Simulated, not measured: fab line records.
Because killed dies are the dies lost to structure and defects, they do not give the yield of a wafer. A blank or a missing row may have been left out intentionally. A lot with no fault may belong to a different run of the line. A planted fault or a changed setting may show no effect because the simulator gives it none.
A lot that was struck, set against a sound lot	flow sky130	27 out of 708 route steps
Sound: these wafers, L754.1, L754.5, L754.6. Struck: wafers L749.1, L749.2 (left out: L749.6, a lot-mate that was not struck); the cause follows at the end.
For every step that has rows: the tool of each side, followed by ch and its chambers, followed by its first start. Under that, the readings that differ: sound wafers	struck wafers	difference of the means	sigmas: that difference in standard deviations of wafers without a fault.
alike: a reading whose means differ by less than 2 such deviations, as well as words and numbers matching on both sides. not compared: withheld readings; readings where some wafer has no value; bounds like >300 that might hide an equal value; numbers whose values overlap and for which the record gives no deviation.
A row with sigmas, a row that says differs or no value, or rows on one side alone: a step with any of these is where the two part. When numbers do not overlap yet have no deviation, they are printed without sigmas and do not part them. A reading that every wafer of one side lacks parts them only if that side has two wafers or more.

first, 8 steps without rows for these wafers: SKY_VIA1_ETCH_14 (etches BARC in N2/H2, stops on SiO2, time 45.9 s, target depth 60 nm); SKY_VIA1_ETCH_15 (etches SiO2 in C4F8/O2/Ar, stops on TiN, target depth 351 nm, time 54 s); SKY_VIA1_STRIP_16 (strips in O2/N2); SKY_VIA1_STRIP_17 (strips in post etch residue remover, time 1200 s); SKY_VIA1_CLEAN_18 (cleans in IPA, time 180 s); SKY_VIA1_CLEAN_19 (cleans in O3/DIW); SKY_VIA1_SPUTTER_20 (material TiN, target thk 20 nm, time 80 s); SKY_VIA1_CVD_21 (deposits W, target thk 270 nm, time 80.902 s).
SKY_VIA1_CMP_24: polishes, stops on SiO2, t overpolish 15 s, target thk 0 nm.
  sound on cmp-01 ch 0,1, day 39 10:41; struck on cmp-02 ch 0,2, day 37 11:16
reading	sound	struck	difference	sigmas
timeToEndpointS (s)	57 64 61	40 37	-22	-6
model.SiO2_of_VIA1_HDPCVD_00.thkNm (nm)	340.1 339.7 341.8	338.9 337.7	-2.2	
  alike: motorCurrentA, overpolishRunS, retainingRingPressureFrac
then, 15 steps without rows for these wafers: SKY_METAL2_SPUTTER_00 (material Ti, target thk 15 nm, time 10 s); SKY_METAL2_SPUTTER_01 (material TiN, target thk 20 nm, time 16.7 s); SKY_METAL2_SPUTTER_02 (material AlCu, target thk 250 nm, time 13.3 s); SKY_METAL2_SPUTTER_03 (material Ti, target thk 5 nm, time 3.3 s); SKY_METAL2_SPUTTER_04 (material TiN, target thk 70 nm, time 58.3 s); SKY_METAL2_DEHYDRATE_07 (time 60 s); SKY_METAL2_HMDS_08 (prime time 60 s); SKY_METAL2_COAT_09 (resist thk 60 nm); SKY_METAL2_COAT_10 (resist thk 450 nm); SKY_METAL2_SOFTBAKE_11 (time 90 s); SKY_METAL2_EXPOSE_12 (exposes mask MM2, target cd 140 nm); SKY_METAL2_PEB_13; SKY_METAL2_DEVELOP_14 (develop time 60 s); SKY_METAL2_DESCUM_17 (chemistry O2, time 8 s); SKY_METAL2_ETCH_18 (etches BARC in N2/H2, stops on SiO2, time 45.9 s, target depth 60 nm).
SKY_METAL2_METAL_ETCH_19: etches the open film in Cl2/BCl3, stops on SiO2, target depth 360 nm, time 78 s.
  sound on rieMetal-03 ch 0,1, day 40 12:21; struck on rieMetal-03 ch 0,1, day 38 13:09
reading	sound	struck	difference	sigmas
model.SiO2_of_VIA1_HDPCVD_00.thkNm (nm)	329.6 329.3 331.3	328.2 327.5	-2.2	
  alike: drypumpMotorCurrentA, oesProductAu, throttleValvePct
  not compared: rfHoursCounterH
then, 1 step without rows for these wafers: SKY_METAL2_STRIP_20 (strips in O2/N2).
-- the record jumps here: 10 days lie between the struck wafers' starts before and after (it left off in module METAL2 and takes up again in module PAD_OPEN, whose first step shown is number 708 of the route) --
SKY_PAD_OPEN_PROBE_99:
  record: rows for the struck wafers here (prober-02, day 48 12:13), none for the sound ones

## WHERE THEY PART
Last at SKY_PAD_OPEN_PROBE_99 as far as this record goes, first at SKY_VIA1_CMP_24.

WHY: whatever the simulator had introduced
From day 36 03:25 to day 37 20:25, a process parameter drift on cmp-02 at SKY_VIA1_CMP_24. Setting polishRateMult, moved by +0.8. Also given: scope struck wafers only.
